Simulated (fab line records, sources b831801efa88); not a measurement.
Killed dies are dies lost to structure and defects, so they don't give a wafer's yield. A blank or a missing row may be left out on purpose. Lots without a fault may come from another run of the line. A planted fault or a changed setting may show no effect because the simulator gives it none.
fab line records | flow sky130
record lots=9 wafers=27 last_day=50
route steps=708 shown POLY_CUT@315 LI_CONTACT@381 METAL1@436 PAD_OPEN@708
lots that met no fault: from a run of the same line without faults
start_h: hours from the record's first day to the start of the lot's first wafer shown | wait_h: hours since the lot's step before | " the same as in the row above | L1.1+2: a row that stands for several wafers | - no value, or no start given | * or withheld: withheld | < > ~ a bound
route shown NAME@n: a module of which the file shows steps, and the number in the route of the first | usual: mean/standard deviation of fault-free wafers | same: alike in all rows | chamber/n: place in a boat | sites: the reading at each site | _std_site: their standard deviation | _edge_site: outer sites' mean less inner sites' | radius_mm: how far each site lies from the wafer's centre | mask NAME#n: copy n | behind: the tool/chamber that last shaped the wafer | hold: why the lot was held/for how many hours/how that ended | device: the transistor (n, p or np) that didn't switch | end of line: the same wafers' tests at the end of the route | a step without rows: its recipe alone | killed: dies lost to structure and defects at the first sort, not the wafer's yield | map: a wafer's dies, x killed, . not, _ none there
set.NAME: the setting as run; set.NAME@STEP: as run at that earlier step | model.NAME: the simulator's own value behind a step, which no gauge read
steps of the route over a sample of lots; a table a step, a row a wafer
services: from which hour (start_h, from the record's first day; less than 0 if before it) a tool's chamber was out of use, for how many hours, and why
## steps
# step SKY_POLY_CUT_CD_MEAS_08
# recipe target_cd_nm=270
# usual cd_nm=269.4/1.7
# columns lot.wafer tool chamber start_h wait_h cd_nm
L558.1 cd_sem-01 - 568.04 - 268.1
L558.5 " - " " 270.2
L558.6 " - " " 269.9
L563.2 cd_sem-01 - 625.91 - 267.0
L563.5 " - " " 266.8
L563.6 " - " " 265.2
L564.2 cd_sem-02 - 631.21 - 267.3
L564.4 " - " " 267.0
L564.5 " - " " 269.3
L570.2 cd_sem-02 - 687.56 - 269.4
L570.3 " - " " 268.7
L570.4 " - " " 268.1
L571.2 cd_sem-02 - 692.31 - 270.4
L571.4 " - " " 270.3
L571.6 " - " " 267.9
L573.1 cd_sem-01 - 698.40 - 270.6
L573.4 " - " " 271.3
L573.5 " - " " 270.7
L574.2 cd_sem-01 - 713.17 - 269.5
L574.3 " - " " 269.4
L574.5 " - " " 268.9
L577.2 cd_sem-02 - 731.66 - 271.2
L577.3 " - " " 271.1
L577.6 " - " " 271.8
L578.2 cd_sem-02 - 740.16 - 271.0
L578.3 " - " " 272.7
L578.5 " - " " 272.1
# step SKY_POLY_CUT_STRIP_12
# recipe chemistry=O2/N2 power_w=1400 pressure_mtorr=1500 platen_temp_c=withheld o2_flow_sccm=3000 n2_flow_sccm=300 overash_fraction=0.5
# usual drypump_motor_current_A=5.9/0.42 oes_product_au=0.452/0.0043 strip_time_to_endpoint_s=5.357/0.016
# columns lot.wafer tool chamber start_h wait_h drypump_motor_current_A oes_product_au rf_hours_counter_h strip_time_to_endpoint_s
L558.1 plasma_asher-01 0 568.27 0.0 5.7 0.454 46 5.346
L558.5 " 1 " " 6.5 0.453 - 5.373
L558.6 " 0 " " 5.7 0.445 - 5.342
L563.2 plasma_asher-01 0 626.12 0.0 5.7 0.455 52 5.366
L563.5 " 0 " " 5.7 0.448 - 5.369
L563.6 " 1 " " 6.6 0.454 - 5.369
L564.2 plasma_asher-03 1 631.43 0.0 6.0 0.455 96 5.361
L564.4 " 0 " " 6.0 0.453 - 5.352
L564.5 " 1 " " 6.0 0.455 - 5.364
L570.2 plasma_asher-03 1 687.77 0.0 6.0 0.451 102 5.355
L570.3 " 1 " " 6.0 0.456 - 5.344
L570.4 " 0 " " 6.0 0.451 - 5.354
L571.2 plasma_asher-04 1 692.52 0.0 5.2 0.447 86 5.323
L571.4 " 1 " " 5.2 0.453 - 5.340
L571.6 " 0 " " 6.3 0.449 - 5.344
L573.1 plasma_asher-04 1 698.68 0.0 5.2 0.453 87 5.356
L573.4 " 0 " " 6.3 0.448 - 5.356
L573.5 " 0 " " 6.3 0.451 - 5.333
L574.2 plasma_asher-04 1 713.39 0.0 5.2 0.448 88 5.378
L574.3 " 0 " " 6.3 0.450 - 5.364
L574.5 " 0 " " 6.3 0.444 - 5.361
L577.2 plasma_asher-04 1 731.88 0.0 5.1 0.449 90 5.394
L577.3 " 1 " " 5.2 0.453 - 5.382
L577.6 " 0 " " 6.2 0.451 - 5.370
L578.2 plasma_asher-04 1 740.37 0.0 5.2 0.454 91 5.343
L578.3 " 1 " " 5.2 0.452 - 5.360
L578.5 " 1 " " 5.2 0.450 - 5.346
# step SKY_LI_CONTACT_SPUTTER_19
# recipe material=Ti target_thk_nm=20 chamber_pressure_pa=5 power_w=2500 substrate_temp_c=200 time_s=106.37
# usual throttle_valve_pct=30.1/1.4
# columns lot.wafer tool chamber start_h wait_h throttle_valve_pct
L558.1 pvd_sputter-01 - 685.62 0.0 28.3
L558.5 " - " " 28.6
L558.6 " - " " 29.0
L563.2 pvd_sputter-04 - 741.06 0.0 28.7
L563.5 " - " " 32.9
L563.6 " - " " 30.8
L564.2 pvd_sputter-04 - 746.11 0.0 33.2
L564.4 " - " " 30.7
L564.5 " - " " 28.3
L570.2 pvd_sputter-04 - 800.18 0.0 28.4
L570.3 " - " " 30.7
L570.4 " - " " 33.0
L571.2 pvd_sputter-04 - 804.07 0.0 33.0
L571.4 " - " " 29.6
L571.6 " - " " 33.0
L573.1 pvd_sputter-02 - 809.61 0.0 30.3
L573.4 " - " " 30.6
L573.5 " - " " 28.8
L574.2 pvd_sputter-01 - 825.21 0.0 28.9
L574.3 " - " " 28.5
L574.5 " - " " 29.0
L577.2 pvd_sputter-04 - 841.97 0.0 32.8
L577.3 " - " " 29.6
L577.6 " - " " 30.8
L578.2 pvd_sputter-02 - 851.28 0.0 29.9
L578.3 " - " " 29.1
L578.5 " - " " 29.9
# step SKY_METAL1_SPUTTER_02
# recipe material=AlCu target_thk_nm=250 power_w=10600 time_s=13.3 chamber_pressure_pa=0.4
# usual throttle_valve_pct=30.0/1
# columns lot.wafer tool chamber start_h wait_h throttle_valve_pct
L558.1 pvd_sputter-01 - 745.34 0.0 28.3
L558.5 " - " " 29.6
L558.6 " - " " 28.4
L563.2 pvd_sputter-03 - 798.98 0.0 29.3
L563.5 " - " " 29.2
L563.6 " - " " 32.0
L564.2 pvd_sputter-03 - 803.77 0.0 31.8
L564.4 " - " " 29.7
L564.5 " - " " 29.7
L570.2 pvd_sputter-02 - 857.53 0.0 30.6
L570.3 " - " " 29.0
L570.4 " - " " 30.2
L571.2 pvd_sputter-01 - 863.29 0.0 29.5
L571.4 " - " " 28.9
L571.6 " - " " 28.4
L573.1 pvd_sputter-02 - 867.95 0.0 30.5
L573.4 " - " " 28.6
L573.5 " - " " 30.6
L574.2 pvd_sputter-03 - 882.72 0.0 29.4
L574.3 " - " " 29.3
L574.5 " - " " 30.4
L577.2 pvd_sputter-02 - 898.67 0.0 28.9
L577.3 " - " " 30.5
L577.6 " - " " 30.5
L578.2 pvd_sputter-03 - 907.80 0.0 29.5
L578.3 " - " " 29.1
L578.5 " - " " 31.9
# step SKY_METAL1_RS_MEAS_05
# recipe thk_meas_gauge=four-point-probe reads=TiN_of_METAL1_SPUTTER_04+Ti_of_METAL1_SPUTTER_03+AlCu_of_METAL1_SPUTTER_02+TiN_of_METAL1_SPUTTER_01+Ti_of_METAL1_SPUTTER_00
# usual METAL1_ALCU_RS=0.1263/0.0015
# columns lot.wafer tool chamber start_h wait_h hold METAL1_ALCU_RS[ohm/sq]
L558.1 film_metro-03 - 745.43 0.0 - 0.1288
L558.5 " - " " - 0.1276
L558.6 " - " " - 0.1291
L563.2 film_metro-03 - 799.09 0.0 await_dispo/0.2h/release 0.1254
L563.5 " - " " await_dispo/0.2h/release 0.1258
L563.6 " - " " await_dispo/0.2h/release 0.0903
L563.2 film_metro-03 - 799.37 0.3 - 0.1257
L563.5 " - " " - 0.1260
L563.6 " - " " - 0.0905
L564.2 film_metro-02 - 803.88 0.0 await_dispo/0.2h/release 0.0902
L564.4 " - " " await_dispo/0.2h/release 0.1252
L564.5 " - " " await_dispo/0.2h/release 0.1249
L564.2 film_metro-02 - 804.17 0.3 - 0.0905
L564.4 " - " " - 0.1253
L564.5 " - " " - 0.1252
L570.2 film_metro-01 - 857.64 0.0 - 0.1266
L570.3 " - " " - 0.1261
L570.4 " - " " - 0.1274
L571.2 film_metro-02 - 863.40 0.0 - 0.1269
L571.4 " - " " - 0.1268
L571.6 " - " " - 0.1257
L573.1 film_metro-02 - 868.04 0.0 - 0.1280
L573.4 " - " " - 0.1269
L573.5 " - " " - 0.1283
L574.2 film_metro-02 - 882.88 0.1 - 0.1254
L574.3 " - " " - 0.1240
L574.5 " - " " - 0.1251
L577.2 film_metro-03 - 898.78 0.0 - 0.1263
L577.3 " - " " - 0.1250
L577.6 " - " " - 0.1263
L578.2 film_metro-03 - 907.91 0.0 - 0.1227
L578.3 " - " " - 0.1224
L578.5 " - " " - 0.1223
# step SKY_METAL1_THK_MEAS_06
# recipe thk_meas_gauge=xrf reads=AlCu_of_METAL1_SPUTTER_02
# usual METAL1_ALCU_THK=248/3.2
# columns lot.wafer tool chamber start_h wait_h hold METAL1_ALCU_THK[nm]
L558.1 film_metro-03 - 745.55 0.1 - 243
L558.5 " - " " - 245
L558.6 " - " " - 242
L563.2 film_metro-03 - 800.62 1.2 await_dispo/0.2h/release 250
L563.5 " - " " await_dispo/0.2h/release 249
L563.6 " - " " await_dispo/0.2h/release 346
L563.2 film_metro-03 - 800.85 0.2 - 250
L563.5 " - " " - 251
L563.6 " - " " - 345
L564.2 film_metro-02 - 807.22 3.0 await_dispo/0.2h/release 343
L564.4 " - " " await_dispo/0.2h/release 249
L564.5 " - " " await_dispo/0.2h/release 251
L564.2 film_metro-02 - 807.45 0.2 - 343
L564.4 " - " " - 250
L564.5 " - " " - 250
L570.2 film_metro-01 - 857.75 0.1 - 248
L570.3 " - " " - 249
L570.4 " - " " - 246
L571.2 film_metro-02 - 863.51 0.1 - 245
L571.4 " - " " - 245
L571.6 " - " " - 248
L573.1 film_metro-02 - 868.16 0.1 - 242
L573.4 " - " " - 245
L573.5 " - " " - 243
L574.2 film_metro-02 - 882.99 0.1 - 249
L574.3 " - " " - 251
L574.5 " - " " - 249
L577.2 film_metro-03 - 898.89 0.1 - 247
L577.3 " - " " - 251
L577.6 " - " " - 249
L578.2 film_metro-03 - 908.02 0.1 - 255
L578.3 " - " " - 257
L578.5 " - " " - 255
# step SKY_METAL1_METAL_ETCH_19
# recipe target_depth_a=3600 stop_on=SiO2 over_etch_frac=0.3 time_s=78 chemistry=Cl2/BCl3 resist_sidewall_deg=88 pressure_mtorr=10 icp_w=900 bias_w=48.5 Cl2_flow_sccm=60 bcl3_flow_sccm=30
# usual bias_w=48.51/0.14 drypump_motor_current_A=5.7/0.53 oes_product_au=0.855/0.0058 throttle_valve_pct=22.264/0.0092
# columns lot.wafer tool chamber start_h wait_h bias_w drypump_motor_current_A oes_product_au rf_hours_counter_h throttle_valve_pct
L558.1 rie_metal-02 1 772.74 0.0 48.41 5.4 0.853 10 22.268
L558.5 " 1 " " 48.40 5.4 0.853 - 22.259
L558.6 " 0 " " 48.61 6.6 0.846 - 22.266
L563.2 rie_metal-04 1 826.64 0.0 48.65 6.0 0.857 6 22.269
L563.5 " 1 " " 48.58 6.0 0.861 - 22.266
L563.6 " 0 " " 48.31 6.0 0.937 - 22.278
L564.2 rie_metal-03 1 831.21 0.0 48.49 4.7 0.944 5 22.252
L564.4 " 1 " " 48.47 4.7 0.856 - 22.277
L564.5 " 0 " " 48.49 5.6 0.855 - 22.266
L570.2 rie_metal-03 1 884.04 0.0 48.57 4.7 0.854 7 22.257
L570.3 " 1 " " 48.65 4.7 0.865 - 22.267
L570.4 " 0 " " 48.45 5.6 0.851 - 22.254
L571.2 rie_metal-03 0 889.59 0.0 48.30 5.6 0.856 6 22.266
L571.4 " 1 " " 48.65 4.7 0.849 - 22.257
L571.6 " 1 " " 48.68 4.7 0.854 - 22.262
L573.1 rie_metal-02 0 894.49 0.0 48.57 6.6 0.850 1 22.270
L573.4 " 1 " " 48.65 5.5 0.845 - 22.265
L573.5 " 0 " " 48.56 6.6 0.849 - 22.288
L574.2 rie_metal-02 0 909.59 0.0 48.57 6.6 0.856 2 22.272
L574.3 " 0 " " 48.56 6.6 0.855 - 22.259
L574.5 " 0 " " 48.69 6.6 0.856 - 22.255
L577.2 rie_metal-04 0 923.59 0.0 48.24 6.0 0.856 16 22.277
L577.3 " 0 " " 48.26 6.1 0.856 - 22.255
L577.6 " 0 " " 48.36 6.0 0.850 - 22.268
L578.2 rie_metal-02 0 933.04 0.0 48.33 6.6 0.839 3 22.265
L578.3 " 0 " " 48.40 6.6 0.855 - 22.250
L578.5 " 0 " " 48.47 6.6 0.852 - 22.264
# step SKY_PAD_OPEN_PROBE_99
# usual defect_limited_yield=82.5/1.9 killed_at_M0_to_M3=44/6.4 killed_at_M4_up=3.4/2.1 killed_at_contacts=23/5 killed_at_front_end=15/4.5 killed_at_other=0.3/0.54 killed_dies=86/9.5 killed_open=48/6.9 killed_short=38/5.9 sort_bin_3_pad_short=0.8/0.44 sort_bin_5_function=10.5/1.6 sort_bin_6_memory=6.1/1.1 sort_n_pass=406/9.5 sort_yield_pct=82.5/1.9
# same gross_dies=492 killed_at_back_side=0 sort_bin_4_leakage[%]=0 sort_bin_8_speed[%]=0
# columns lot.wafer tool chamber start_h wait_h defect_limited_yield[%] killed_at_M0_to_M3 killed_at_M4_up killed_at_contacts killed_at_front_end killed_at_other killed_dies killed_open killed_short sort_bin_3_pad_short[%] sort_bin_5_function[%] sort_bin_6_memory[%] sort_n_pass sort_yield_pct[%]
L563.6 prober-01 - 1122.40 0.2 84.3 48 3 20 6 0 77 41 36 0 9.1 6.5 415 84.3
# killed by level:class
L563.6 VIA1:geometric_particle:open=12 METAL2:geometric_particle:short=7 VIA2:geometric_particle:open=7 LOCAL_INTERCONNECT:geometric_particle:short=5 METAL1:geometric_particle:short=5 LI_CONTACT:geometric_particle:open=4 CONTACT:geometric_particle:open=4 CONTACT:geometric_particle:short=4
## services
# columns tool chamber start_h hours kind
pvd_sputter-04 - 562.50 4.3 repair
pvd_sputter-01 - 587.90 4.7 repair
rie_metal-02 - 591.24 1.5 repair
rie_metal-02 0 594.24 8.2 repair
pvd_sputter-01 - 611.49 2.6 repair
rie_metal-02 - 657.83 2.8 pm
pvd_sputter-03 - 661.32 1.1 repair
rie_metal-02 0 664.21 2.3 repair
pvd_sputter-01 - 667.18 0.6 repair
pvd_sputter-03 - 752.22 4.7 repair
pvd_sputter-04 - 763.78 5.0 repair
pvd_sputter-03 - 768.96 12.4 repair
rie_metal-02 - 789.98 0.7 repair
pvd_sputter-01 - 803.96 12.1 repair
rie_metal-02 0 805.95 20.4 repair
pvd_sputter-01 - 810.40 4.9 repair
pvd_sputter-02 - 824.34 1.9 repair
plasma_asher-04 - 849.05 2.3 repair
pvd_sputter-03 - 852.95 9.3 repair
plasma_asher-04 - 861.03 1.9 repair
pvd_sputter-02 - 878.24 2.6 repair
pvd_sputter-02 - 878.65 4.5 repair
rie_metal-02 0 883.75 9.9 repair
pvd_sputter-01 - 901.17 3.3 repair
## key
first_sign step=SKY_METAL1_RS_MEAS_05 reading=visit direction=added
effect step=SKY_METAL1_RS_MEAS_05 reading=METAL1_ALCU_RS direction=down sigmas=24 usual=0.1263 struck=0.0902
effect step=SKY_METAL1_THK_MEAS_06 reading=visit direction=added
effect step=SKY_METAL1_THK_MEAS_06 reading=METAL1_ALCU_THK direction=up sigmas=30 usual=248 struck=345
effect step=SKY_METAL1_METAL_ETCH_19 reading=oes_product_au direction=up sigmas=15 usual=0.855 struck=0.941
met_at SKY_METAL1_SPUTTER_02
struck_lots L563,L564
struck_wafers L563.6,L564.2
not_acting_at SKY_POLY_CUT_CD_MEAS_08,SKY_POLY_CUT_STRIP_12,SKY_LI_CONTACT_SPUTTER_19
fault kind=process_parameter_drift tool=pvd_sputter-03 chamber=- onset_h=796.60 steps=SKY_METAL1_SPUTTER_02 channel=target_thk_nm offset=92.833 shape=step end_h=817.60 acts_in=these_recipes_only stated=250 scope=struck_wafers_only
